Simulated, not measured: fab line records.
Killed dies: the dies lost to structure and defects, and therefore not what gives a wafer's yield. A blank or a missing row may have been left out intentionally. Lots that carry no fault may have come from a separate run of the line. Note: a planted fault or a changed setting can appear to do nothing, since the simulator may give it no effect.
A single fault, viewed from 2 desks :: flow gf180mcu :: every desk sees just its own numbers, and what lay behind them comes last

METROLOGY DESK
Means of the sampled wafers that have a number, per lot and without regard to the tool the lot ran on: this is what the gauges read. Any lot whose mean is over 4 standard deviations away from the usual mean is out of limits and marked OUT; that distance is given in the brackets.
Columns: A = V5_CVD_02_THK at GF_V5_THK_MEAS_03, usual 1457 nm
lot: L384
first seen here: day 26 07:52
A: 1472

lot: L385
first seen here: day 26 15:35
A: 1431

lot: L386
first seen here: day 26 22:32
A: 1471

lot: L387
first seen here: day 27 12:18
A: 1442

lot: L389
first seen here: day 28 01:40
A: 1457

lot: L390
first seen here: day 28 06:11
A: 1454

lot: L393
first seen here: day 29 08:35
A: 1447

lot: L396
first seen here: day 30 20:45
A: 1437

lot: L398
first seen here: day 31 02:56
A: 1441

lot: L399
first seen here: day 31 08:03
A: 1469

lot: L400
first seen here: day 31 13:46
A: 1471

lot: L404
first seen here: day 32 08:07
A: 1459

lot: L406
first seen here: day 32 22:23
A: 1450
Finding of this desk: none of the 13 lots has anything out of limits.

AT THE TOOL OWNER'S DESK: pvd sputter-03
The tool's own readings at GF_TOP_METAL_SPUTTER_01 (material TiN, target thk 30 nm, time 25 s): means of the sampled wafers that have a number, for each lot that ran on this tool. Any lot whose mean is over 4 standard deviations away from the usual mean is out of limits and marked OUT; that distance is given in the brackets.
Columns: A = throttle valve pct at GF_TOP_METAL_SPUTTER_01, usual 30.6 %
lot: L386
first seen here: day 27 21:08
A: 30.8

lot: L387
first seen here: day 28 10:27
A: 30.9

lot: L390
first seen here: day 29 04:11
A: 31.0

lot: L396
first seen here: day 31 16:09
A: 32.1

lot: L399
first seen here: day 32 03:26
A: 32.0
Finding of this desk: none of the 5 lots has anything out of limits.

BROUGHT TOGETHER
Nothing out of limits was seen by the metrology desk.
Nothing out of limits was seen by the tool owner's desk.

WHAT HAD BEEN PUT IN BY THE SIMULATOR
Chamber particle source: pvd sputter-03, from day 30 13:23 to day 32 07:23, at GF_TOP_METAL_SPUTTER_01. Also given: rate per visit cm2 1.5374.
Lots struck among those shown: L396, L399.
